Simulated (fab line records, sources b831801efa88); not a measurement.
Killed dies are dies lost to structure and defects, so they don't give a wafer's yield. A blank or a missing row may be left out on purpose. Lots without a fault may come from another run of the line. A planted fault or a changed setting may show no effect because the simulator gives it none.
Which tool did it? | flow sky130 | 24 lots, 72 wafers sampled, at 6 steps of a route of 708

WHAT THE GAUGES READ, wafer by wafer
SKY_VIA4_BOW_MEAS_03.
lot  | measured     | on            | VIA4_BOW (um)
L074 | day 42 04:55 | film_metro-01 | 88 73 85
L075 | day 42 11:46 | film_metro-01 | 87 76 86
L076 | day 42 15:31 | film_metro-01 | 80 73 79
L077 | day 43 10:23 | film_metro-04 | 74 90 78
L078 | day 44 10:16 | film_metro-01 | 84 87 83
L080 | day 44 14:04 | film_metro-01 | 89 96 83
L079 | day 44 16:06 | film_metro-01 | 79 75 76
L081 | day 45 03:53 | film_metro-01 | 86 78 88
L082 | day 45 05:48 | film_metro-01 | 87 73 71
L083 | day 45 09:58 | film_metro-01 | 81 74 89
L085 | day 45 10:35 | film_metro-02 | 84 95 80
L084 | day 45 12:40 | film_metro-01 | 73 74 68
L087 | day 45 17:40 | film_metro-01 | 81 74 88
L086 | day 46 02:02 | film_metro-02 | 63 79 74
L089 | day 46 08:19 | film_metro-01 | 80 91 92
L088 | day 46 14:24 | film_metro-01 | 81 71 85
L090 | day 46 23:30 | film_metro-02 | 75 72 84
L091 | day 47 04:06 | film_metro-01 | 65 63 69
L092 | day 47 05:38 | film_metro-01 | 81 87 84
L093 | day 47 06:48 | film_metro-01 | 91 88 81
L094 | day 47 10:32 | film_metro-01 | 86 86 68
L095 | day 48 01:34 | film_metro-02 | 77 73 88
L096 | day 48 01:35 | film_metro-01 | 72 71 75
L097 | day 48 05:03 | film_metro-02 | 64 68 72

SKY_PAD_OPEN_BOW_MEAS_13.
lot  | measured     | on            | PAD_OPEN_BOW (um)
L074 | day 46 05:55 | film_metro-01 | 51 38 50
L075 | day 46 07:56 | film_metro-03 | 58 47 58
L076 | day 46 14:58 | film_metro-01 | 47 39 45
L077 | day 47 04:13 | film_metro-03 | 41 60 46
L078 | day 48 02:59 | film_metro-01 | 45 49 44
L080 | day 48 04:56 | film_metro-03 | 53 57 46
L079 | day 48 05:18 | film_metro-03 | 41 37 37
L081 | day 48 17:22 | film_metro-01 | 53 45 55
L082 | day 48 20:44 | film_metro-01 | 56 41 37
L083 | day 48 22:14 | film_metro-03 | 46 39 55
L085 | day 48 23:46 | film_metro-03 | 53 66 50
L084 | day 49 01:23 | film_metro-04 | 45 46 39
L087 | day 49 05:15 | film_metro-01 | 50 42 55
L086 | day 49 14:56 | film_metro-01 | 27 44 39
L089 | day 49 20:16 | film_metro-03 | 43 55 56
L088 | day 50 00:42 | film_metro-03 | 45 37 52
L090 | day 50 06:52 | film_metro-04 | 44 40 53
L091 | day 50 11:50 | film_metro-01 | 37 34 40
L092 | day 50 12:07 | film_metro-04 | 49 56 51
L093 | day 50 13:32 | film_metro-01 | 61 55 50
L094 | day 50 16:10 | film_metro-01 | 51 53 35
L095 | day 51 04:31 | film_metro-04 | 43 38 54
L096 | day 51 03:35 | film_metro-03 | 35 36 39
L097 | day 51 07:05 | film_metro-04 | 33 36 41

WHICH TOOL RAN EACH LOT (tool, then ch and the chambers of the sampled wafers, then the start)
lot  | SKY_CONTACT_CMP_04            | SKY_METAL2_SPUTTER_00        | SKY_VIA4_CVD_18               | SKY_METAL5_SPUTTER_03
L074 | cmp-02 ch 1,2,3, day 30 17:22 | pvd_sputter-03, day 34 07:33 | cvd_w-02 ch 0,1, day 43 06:24 | pvd_sputter-03, day 43 07:19
L075 | cmp-02 ch 1,2,3, day 31 02:37 | pvd_sputter-02, day 34 15:18 | cvd_w-02 ch 0,1, day 43 12:08 | pvd_sputter-03, day 43 12:52
L076 | cmp-02 ch 0,1,2, day 31 07:20 | pvd_sputter-02, day 34 22:22 | cvd_w-01 ch 0,1, day 43 15:56 | pvd_sputter-04, day 43 16:40
L077 | cmp-01 ch 1,2,3, day 32 05:16 | pvd_sputter-04, day 35 17:45 | cvd_w-02 ch 0, day 44 10:06   | pvd_sputter-04, day 44 10:50
L078 | cmp-01 ch 0,1,2, day 33 06:36 | pvd_sputter-02, day 36 18:12 | cvd_w-01 ch 0, day 45 09:00   | pvd_sputter-04, day 45 12:08
L080 | cmp-02 ch 0,2,3, day 33 13:59 | pvd_sputter-02, day 37 01:41 | cvd_w-01 ch 0,1, day 45 12:31 | pvd_sputter-02, day 45 13:56
L079 | cmp-01 ch 0,2, day 33 14:52   | pvd_sputter-04, day 37 02:38 | cvd_w-02 ch 0,1, day 45 14:46 | pvd_sputter-03, day 45 15:29
L081 | cmp-02 ch 1,2,3, day 34 04:58 | pvd_sputter-03, day 37 17:04 | cvd_w-02 ch 0,1, day 46 01:50 | pvd_sputter-03, day 46 04:13
L082 | cmp-01 ch 0,1, day 34 06:01   | pvd_sputter-03, day 37 19:03 | cvd_w-02 ch 1, day 46 04:09   | pvd_sputter-04, day 46 05:25
L083 | cmp-01 ch 1,3, day 34 07:33   | pvd_sputter-02, day 37 20:02 | cvd_w-02 ch 1, day 46 06:06   | pvd_sputter-02, day 46 07:31
L085 | cmp-01 ch 0,1,3, day 34 09:22 | pvd_sputter-03, day 37 21:29 | cvd_w-02 ch 0,1, day 46 07:11 | pvd_sputter-04, day 46 08:07
L084 | cmp-02 ch 0,1, day 34 09:28   | pvd_sputter-02, day 37 22:02 | cvd_w-02 ch 0,1, day 46 09:58 | pvd_sputter-04, day 46 10:42
L087 | cmp-01 ch 0,1, day 35 00:43   | pvd_sputter-03, day 38 10:01 | cvd_w-02 ch 0, day 46 14:59   | pvd_sputter-02, day 46 15:43
L086 | cmp-01 ch 1,2,3, day 35 05:02 | pvd_sputter-04, day 38 16:36 | cvd_w-02 ch 0,1, day 46 23:27 | pvd_sputter-03, day 47 01:59
L089 | cmp-01 ch 1,2,3, day 35 18:35 | pvd_sputter-03, day 39 05:10 | cvd_w-02 ch 0,1, day 47 04:30 | pvd_sputter-03, day 47 09:44
L088 | cmp-02 ch 0,1,3, day 35 23:37 | pvd_sputter-03, day 39 10:15 | cvd_w-01 ch 0,1, day 47 09:38 | pvd_sputter-02, day 47 11:32
L090 | cmp-02 ch 0,1,2, day 36 08:06 | pvd_sputter-02, day 39 19:39 | cvd_w-01 ch 0,1, day 47 18:41 | pvd_sputter-02, day 47 20:19
L091 | cmp-02 ch 1,2,3, day 36 11:14 | pvd_sputter-04, day 39 22:04 | cvd_w-02 ch 0,1, day 48 00:35 | pvd_sputter-03, day 48 01:58
L092 | cmp-01 ch 0,1,2, day 36 15:10 | pvd_sputter-04, day 40 01:32 | cvd_w-02 ch 0,1, day 48 02:09 | pvd_sputter-03, day 48 02:53
L093 | cmp-01 ch 0,1, day 36 16:24   | pvd_sputter-03, day 40 03:01 | cvd_w-01 ch 0,1, day 48 03:32 | pvd_sputter-02, day 48 04:18
L094 | cmp-01 ch 1,2,3, day 36 21:49 | pvd_sputter-03, day 40 07:19 | cvd_w-01 ch 0,1, day 48 06:17 | pvd_sputter-02, day 48 07:02
L095 | cmp-01 ch 0,3, day 37 17:29   | pvd_sputter-04, day 41 02:17 | cvd_w-01 ch 0,1, day 48 22:06 | pvd_sputter-04, day 48 23:21
L096 | cmp-02 ch 0,2,3, day 37 18:52 | pvd_sputter-03, day 41 02:30 | cvd_w-02 ch 0,1, day 48 21:57 | pvd_sputter-02, day 48 22:42
L097 | cmp-01 ch 2,3, day 37 20:01   | pvd_sputter-04, day 41 05:50 | cvd_w-02 ch 0,1, day 49 01:33 | pvd_sputter-02, day 49 02:46
- SKY_CONTACT_CMP_04: polishes SiO2.
- SKY_METAL2_SPUTTER_00: material Ti, target thk 15 nm, time 10 s.
- SKY_VIA4_CVD_18: deposits W, target thk 505 nm, time 152.14 s.
- SKY_METAL5_SPUTTER_03: material Ti, target thk 5 nm, time 3.3 s.

WHAT THE TOOLS THEMSELVES READ (means of the sampled wafers that have a number; where no wafer has one, the mark that the record gives instead)
SKY_CONTACT_CMP_04.
lot  | tool   | edge_zone_pressure_frac | motor_current_A (A) | platen_rpm (rpm) | time_to_endpoint_s (s)
L074 | cmp-02 | 0.992                   | 13.2                | 59.99            | 86
L075 | cmp-02 | 1.002                   | 13.6                | 59.96            | 80
L076 | cmp-02 | 0.998                   | 12.9                | 60.01            | 82
L077 | cmp-01 | 1.000                   | 12.4                | 60.03            | 84
L078 | cmp-01 | 0.998                   | 12.3                | 60.05            | 79
L080 | cmp-02 | 1.000                   | 12.9                | 60.00            | 79
L079 | cmp-01 | 1.003                   | 12.5                | 59.99            | 80
L081 | cmp-02 | 1.006                   | 13.0                | 60.00            | 82
L082 | cmp-01 | 1.009                   | 11.0                | 60.03            | 83
L083 | cmp-01 | 0.999                   | 10.9                | 59.98            | 87
L085 | cmp-01 | 1.002                   | 11.3                | 59.98            | 82
L084 | cmp-02 | 1.001                   | 13.3                | 60.00            | 84
L087 | cmp-01 | 0.996                   | 11.1                | 59.98            | 81
L086 | cmp-01 | 1.002                   | 12.3                | 60.02            | 85
L089 | cmp-01 | 1.003                   | 12.3                | 60.01            | 85
L088 | cmp-02 | 1.004                   | 13.0                | 59.96            | 81
L090 | cmp-02 | 1.001                   | 13.3                | 59.99            | 83
L091 | cmp-02 | 1.002                   | 13.7                | 60.00            | 81
L092 | cmp-01 | 0.997                   | 12.5                | 60.02            | 82
L093 | cmp-01 | 1.004                   | 11.2                | 60.00            | 84
L094 | cmp-01 | 1.003                   | 12.6                | 59.98            | 85
L095 | cmp-01 | 0.996                   | 10.0                | 60.01            | 85
L096 | cmp-02 | 0.995                   | 13.2                | 60.02            | 80
L097 | cmp-01 | 1.003                   | 12.5                | 60.01            | 80

SKY_METAL2_SPUTTER_00.
lot  | tool           | throttle_valve_pct (%)
L074 | pvd_sputter-03 | 30.5
L075 | pvd_sputter-02 | 30.7
L076 | pvd_sputter-02 | 30.9
L077 | pvd_sputter-04 | 29.7
L078 | pvd_sputter-02 | 30.5
L080 | pvd_sputter-02 | 30.4
L079 | pvd_sputter-04 | 30.4
L081 | pvd_sputter-03 | 29.5
L082 | pvd_sputter-03 | 29.6
L083 | pvd_sputter-02 | 31.0
L085 | pvd_sputter-03 | 30.4
L084 | pvd_sputter-02 | 31.2
L087 | pvd_sputter-03 | 29.3
L086 | pvd_sputter-04 | 31.2
L089 | pvd_sputter-03 | 29.3
L088 | pvd_sputter-03 | 29.7
L090 | pvd_sputter-02 | 30.4
L091 | pvd_sputter-04 | 31.0
L092 | pvd_sputter-04 | 30.6
L093 | pvd_sputter-03 | 28.4
L094 | pvd_sputter-03 | 28.7
L095 | pvd_sputter-04 | 31.5
L096 | pvd_sputter-03 | 29.4
L097 | pvd_sputter-04 | 30.4

SKY_VIA4_CVD_18.
lot  | tool     | chamber_pressure_Torr (Torr) | heater_power_w (W) | susceptor_temp_C (C)
L074 | cvd_w-02 | 40.02                        | 771                | 399.97
L075 | cvd_w-02 | 39.91                        | 759                | 399.97
L076 | cvd_w-01 | 39.93                        | 825                | 399.95
L077 | cvd_w-02 | 40.08                        | 826                | 399.91
L078 | cvd_w-01 | 39.90                        | 776                | 399.89
L080 | cvd_w-01 | 40.00                        | 842                | 399.89
L079 | cvd_w-02 | 40.14                        | 794                | 400.10
L081 | cvd_w-02 | 40.03                        | 755                | 400.19
L082 | cvd_w-02 | 40.07                        | 740                | 400.15
L083 | cvd_w-02 | 39.92                        | 746                | 399.83
L085 | cvd_w-02 | 40.09                        | 794                | 399.86
L084 | cvd_w-02 | 40.03                        | 772                | 399.86
L087 | cvd_w-02 | 40.05                        | 831                | 400.10
L086 | cvd_w-02 | 40.02                        | 771                | 400.04
L089 | cvd_w-02 | 39.98                        | 770                | 399.96
L088 | cvd_w-01 | 40.00                        | 812                | 399.98
L090 | cvd_w-01 | 39.86                        | 809                | 400.03
L091 | cvd_w-02 | 39.97                        | 783                | 399.93
L092 | cvd_w-02 | 39.99                        | 798                | 400.13
L093 | cvd_w-01 | 39.89                        | 837                | 400.01
L094 | cvd_w-01 | 40.09                        | 834                | 399.93
L095 | cvd_w-01 | 40.08                        | 800                | 400.03
L096 | cvd_w-02 | 39.94                        | 771                | 399.95
L097 | cvd_w-02 | 39.99                        | 806                | 399.98

SKY_METAL5_SPUTTER_03.
lot  | tool           | throttle_valve_pct (%)
L074 | pvd_sputter-03 | 29.6
L075 | pvd_sputter-03 | 30.3
L076 | pvd_sputter-04 | 31.1
L077 | pvd_sputter-04 | 31.0
L078 | pvd_sputter-04 | 30.5
L080 | pvd_sputter-02 | 29.8
L079 | pvd_sputter-03 | 29.3
L081 | pvd_sputter-03 | 29.3
L082 | pvd_sputter-04 | 29.1
L083 | pvd_sputter-02 | 31.0
L085 | pvd_sputter-04 | 30.5
L084 | pvd_sputter-04 | 29.8
L087 | pvd_sputter-02 | 30.6
L086 | pvd_sputter-03 | 29.7
L089 | pvd_sputter-03 | 29.3
L088 | pvd_sputter-02 | 29.6
L090 | pvd_sputter-02 | 30.9
L091 | pvd_sputter-03 | 30.7
L092 | pvd_sputter-03 | 29.4
L093 | pvd_sputter-02 | 31.5
L094 | pvd_sputter-02 | 30.0
L095 | pvd_sputter-04 | 31.2
L096 | pvd_sputter-02 | 30.5
L097 | pvd_sputter-02 | 31.5

THE ANSWER, worked out from the rows above alone
Rule: what is usual is taken from the lots themselves. Put in order of their means at a reading, lots are off if they are a third of the lots or fewer, leave a main group of 4 or more, and stand apart from it by a gap of 3 or more times the standard deviation of the main group's means; of several such gaps the widest counts. A main group whose means are all the same, to the digits that the tables above print for the reading, isn't used. A lot without any number at a reading at which 4 lots or more have one is off too. The other lots that the step has rows for count as sound. The gauges are gone through in route order, then the tools' own readings, and for those a lot's mean is taken as printed above. The first step at which some lot is off is used, and at that step the reading that is off furthest; a lot without a number counts as furthest.
No lot is off at any reading shown: from this, nothing can be told.

WHAT THE SIMULATOR HAD PUT IN
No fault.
